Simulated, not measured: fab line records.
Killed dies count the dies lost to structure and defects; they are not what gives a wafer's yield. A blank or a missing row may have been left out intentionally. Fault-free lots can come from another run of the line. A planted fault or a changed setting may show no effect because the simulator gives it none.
Problem report in the 8D (eight disciplines) form, filled by code || flow sky130 || the parts of the form that need people (team, actions taken, sign-off) are left out

== 1. WHAT WENT WRONG ==
Wafers without a fault read 43, standard deviation 6; killed_at_M0_to_M3 at SKY_PAD_OPEN_PROBE_99 reads a mean of 78 on 2 wafers belonging to 2 lots. Relative to the usual mean, that is a shift of +5.8 standard deviations.
The first sign was on wafer L796.6 at day 48 05:29, on prober-02. The record has a number at this step for 12 wafers belonging to 4 lots. By rule, "out" or "out of limits" means more than 4 standard deviations away from the usual mean. The rest of the wafers with a number are treated as sound.

== 2. WHAT IT IS, WHAT IT ISN'T ==
{"question": "which readings at this step", "is": "killed_at_M0_to_M3, sort_bin_3_pad_short", "is not": "killed_at_M4_up, killed-at-contacts, killed-at-front-end, killed-at-other, killed-open, killed-short, sort_bin_6_memory"}
{"question": "which lots", "is": "L796, L797", "is not": "L808, L811"}
{"question": "which wafers of those lots", "is": "L796.6, L797.2", "is not": "L796.4, L796.5, L797.4, L797.6"}
{"question": "read on which tools", "is": "prober-01, prober-02", "is not": "-"}
{"question": "when", "is": "from day 48 05:29", "is not": "up to then (2 sound wafers); but 8 sound wafers of L797, L808, L811 came after"}

== 3. WHAT RULES OUT EACH SUSPECT ==
Counting: if a tool at a process step up to the reading ran every lot that is out, it stays a suspect. Sound lots after the first of them don't rule it out here, since some wafers of a struck lot are sound.
- plasma-asher-01 at SKY_METAL3_STRIP_19 (strips in O2/N2): kept. It ran every lot that is out, first L796 (day 41 10:46).
- At SKY_METAL3_STRIP_19 on plasma-asher-01, chamber 1 took the sound wafers of the same lots and chamber 0 took the wafers that are out.
Remaining after the count: plasma-asher-01 at SKY_METAL3_STRIP_19.

== 4. THE CAUSE (what the simulator had put in) ==
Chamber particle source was plasma-asher-01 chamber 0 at SKY_METAL3_STRIP_19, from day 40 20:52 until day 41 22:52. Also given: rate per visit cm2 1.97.
Counting left only this tool.

== 5. THE CHAIN OF EFFECTS, in route order ==
Rows list readings where the struck wafers' mean (over those with a number) sits beyond 3 standard deviations from the usual. Only readings whose record carries a usual standard deviation are examined. hours: median over the lots of the time between each lot's start at the first step of this table that gives one and its start at this step. sigmas: the change, counted in usual standard deviations.
{"hours": 0, "step": "SKY_PAD_OPEN_PROBE_99", "reading": "defect-limited-yield", "usual": "82.3 %", "on struck wafers": 76.5, "change": -5.8, "sigmas": -3.2}
{"hours": 0, "step": "SKY_PAD_OPEN_PROBE_99", "reading": "killed_at_M0_to_M3", "usual": 43, "on struck wafers": 78, "change": "+35", "sigmas": "+5.8"}
{"hours": 0, "step": "SKY_PAD_OPEN_PROBE_99", "reading": "killed-dies", "usual": 87, "on struck wafers": 116, "change": "+28", "sigmas": "+3.3"}
{"hours": 0, "step": "SKY_PAD_OPEN_PROBE_99", "reading": "killed-on-rim", "usual": 17, "on struck wafers": 34, "change": "+18", "sigmas": "+5.0"}
{"hours": 0, "step": "SKY_PAD_OPEN_PROBE_99", "reading": "sort_bin_3_pad_short", "usual": "0.9 %", "on struck wafers": 3.4, "change": "+2.5", "sigmas": "+5.8"}
{"hours": 0, "step": "SKY_PAD_OPEN_PROBE_99", "reading": "sort-n-pass", "usual": 405, "on struck wafers": 376, "change": -28, "sigmas": -3.3}
{"hours": 0, "step": "SKY_PAD_OPEN_PROBE_99", "reading": "sort-yield-pct", "usual": "82.3 %", "on struck wafers": 76.5, "change": -5.8, "sigmas": -3.2}
Process steps it contains:
- SKY_PAD_OPEN_PROBE_99

== 6. HOW IT WOULD HAVE BEEN CAUGHT EARLIER ==
First out-of-limits reading in this record: day 48 05:29, which is 177 hours after fault onset at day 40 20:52.
An alarm limit of 4 standard deviations would not have fired on the tool readings at SKY_METAL3_STRIP_19 for which the record gives a usual standard deviation, since none of them was out on any struck wafer.
Each of the lots that are out, 2 in all, had begun SKY_METAL3_STRIP_19 on plasma-asher-01 no later than day 48 05:29. None of them would have been spared by holding the tool at that moment.
